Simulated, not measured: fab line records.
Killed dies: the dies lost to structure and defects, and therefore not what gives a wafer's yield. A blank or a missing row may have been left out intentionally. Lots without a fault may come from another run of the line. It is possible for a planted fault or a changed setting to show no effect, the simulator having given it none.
The tool behind it: which one? ; flow gf180mcu ; Sampling: 12 lots, 36 wafers, 4 of 602 route steps

== WHAT THE GAUGES READ, wafer by wafer ==
GF_V4_CD_MEAS_14: target cd 260 nm.
lot;measured;on;cd nm (nm)
L892;day 23 15:47;cd sem-01;259.5 260.7 260.4
L894;day 24 15:54;cd sem-01;260.5 259.2 260.3
L897;day 25 08:24;cd sem-02;260.9 260.3 259.5
L898;day 27 16:22;cd sem-01;260.1 260.5 260.1
L900;day 27 19:16;cd sem-02;262.6 262.4 261.2
L901;day 27 23:38;cd sem-01;260.5 261.2 260.1
L904;day 28 03:10;cd sem-01;260.3 262.0 261.5
L906;day 29 07:30;cd sem-02;259.7 259.6 260.7
L907;day 29 10:18;cd sem-01;259.7 258.8 259.1
L909;day 29 23:39;cd sem-02;259.4 261.2 260.0
L911;day 30 21:01;cd sem-02;258.5 259.3 259.2
L915;day 31 14:39;cd sem-01;258.3 259.0 258.8

GF_M5_CD_MEAS_07: target cd 280 nm.
lot;measured;on;cd nm (nm)
L892;day 25 13:14;cd sem-01;279.6 280.5 281.4
L894;day 26 10:59;cd sem-01;279.3 280.2 279.8
L897;day 27 02:42;cd sem-01;282.0 280.5 281.6
L898;day 29 08:18;cd sem-02;280.5 281.9 280.7
L900;day 29 11:43;cd sem-01;280.3 280.6 280.4
L901;day 29 14:43;cd sem-02;279.3 279.8 279.4
L904;day 29 18:18;cd sem-02;281.4 280.0 281.1
L906;day 30 22:29;cd sem-01;280.9 287.4 287.4
L907;day 30 23:44;cd sem-02;279.3 280.3 280.1
L909;day 31 12:57;cd sem-01;279.7 286.0 286.8
L911;day 32 10:08;cd sem-01;279.7 278.7 279.5
L915;day 33 02:38;cd sem-01;280.6 281.3 282.3

== EACH LOT AND THE TOOL THAT RAN IT (in order: tool; ch and the chambers of the sampled wafers; start) ==
lot;GF_MIM_CVD_05;GF_M5_PEB_05
L892;pecvd-04 ch 0,1,2, day 23 17:31;litho track-03 ch 0, day 25 12:53
L894;pecvd-01 ch 0,1, day 24 17:37;litho track-01 ch 0, day 26 10:39
L897;pecvd-03 ch 0,2, day 25 10:09;litho track-03 ch 0, day 27 02:22
L898;pecvd-01 ch 0,1,2, day 27 18:05;litho track-04 ch 0, day 29 07:58
L900;pecvd-03 ch 1,2, day 27 21:00;litho track-03 ch 0, day 29 11:24
L901;pecvd-04 ch 1,2, day 28 01:24;litho track-01 ch 0, day 29 14:22
L904;pecvd-03 ch 0,1,2, day 28 04:53;litho track-03 ch 0, day 29 17:58
L906;pecvd-03 ch 0,1, day 29 09:14;litho track-03 ch 0, day 30 22:08
L907;pecvd-01 ch 0,1,2, day 29 12:01;litho track-01 ch 0, day 30 23:24
L909;pecvd-04 ch 1,2, day 30 01:23;litho track-03 ch 0, day 31 12:37
L911;pecvd-04 ch 0,1, day 30 22:46;litho track-01 ch 0, day 32 09:48
L915;pecvd-04 ch 0,2, day 31 16:22;litho track-01 ch 0, day 33 02:18
- GF_MIM_CVD_05: deposits Si3N4, target thk 42 nm, time 29.086 s.
- GF_M5_PEB_05: peb time 90 s.

== WHAT THE TOOLS THEMSELVES READ (means of the sampled wafers that have a number; where no wafer has one, the mark that the record gives instead) ==
GF_MIM_CVD_05.
lot;tool;heater power w (W)
L892;pecvd-04;667
L894;pecvd-01;591
L897;pecvd-03;708
L898;pecvd-01;658
L900;pecvd-03;662
L901;pecvd-04;646
L904;pecvd-03;689
L906;pecvd-03;727
L907;pecvd-01;563
L909;pecvd-04;609
L911;pecvd-04;672
L915;pecvd-04;676

GF_M5_PEB_05.
lot;tool;heater power total W (W)
L892;litho track-03;85.69
L894;litho track-01;85.71
L897;litho track-03;85.66
L898;litho track-04;85.76
L900;litho track-03;85.70
L901;litho track-01;85.64
L904;litho track-03;85.61
L906;litho track-03;90.74
L907;litho track-01;85.62
L909;litho track-03;90.83
L911;litho track-01;85.73
L915;litho track-01;85.72

== THE ANSWER, worked out from the rows above alone ==
Rule: the usual values come from the lots themselves. Put in order of their means at a reading, lots are off if they are a third of the lots or fewer, leave a main group of 4 or more, and stand apart from it by a gap of 3 or more times the standard deviation of the main group's means; of several such gaps the widest counts. If all means in a main group match to the digits the tables above print for the reading, that group is not used. Also off: a lot with no number at a reading for which 4 or more lots have one. All remaining lots with rows at the step are treated as sound. Order of review: gauges by route order, followed by the tools' own readings, for which a lot's mean as printed above is used. At the first step where some lot is off, the reading lying furthest off is the one used; lots without a number count as furthest.
Off, at GF_M5_CD_MEAS_07 on cd nm: L906, L909. The main group has a mean of 280.4 nm with a standard deviation of 0.72.
A tool fits if, at a process step before that reading, it ran every lot that is off, and no sound lot after the first of them. Not tried: the gauges at GF_M5_CD_MEAS_07; whatever is off there is also off at GF_M5_PEB_05, on other tools, and gauge error can't account for it. One fits: GF_M5_PEB_05 on litho track-03. A fault onset in the window from L904 (day 29 17:58, its last sound lot) to L906 (day 30 22:08, its first lot off) fits.
On the lots that are off, the tool's own readings at GF_M5_PEB_05 differ by more than 5 times the standard deviation of the sound lots' means, which bears it out; heater power total W reads 90.78 W there versus 85.68 W on the sound lots.

== WHAT WAS PUT IN BY THE SIMULATOR ==
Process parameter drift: litho track-03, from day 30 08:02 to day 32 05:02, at GF_M5_PEB_05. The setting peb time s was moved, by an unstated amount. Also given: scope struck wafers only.
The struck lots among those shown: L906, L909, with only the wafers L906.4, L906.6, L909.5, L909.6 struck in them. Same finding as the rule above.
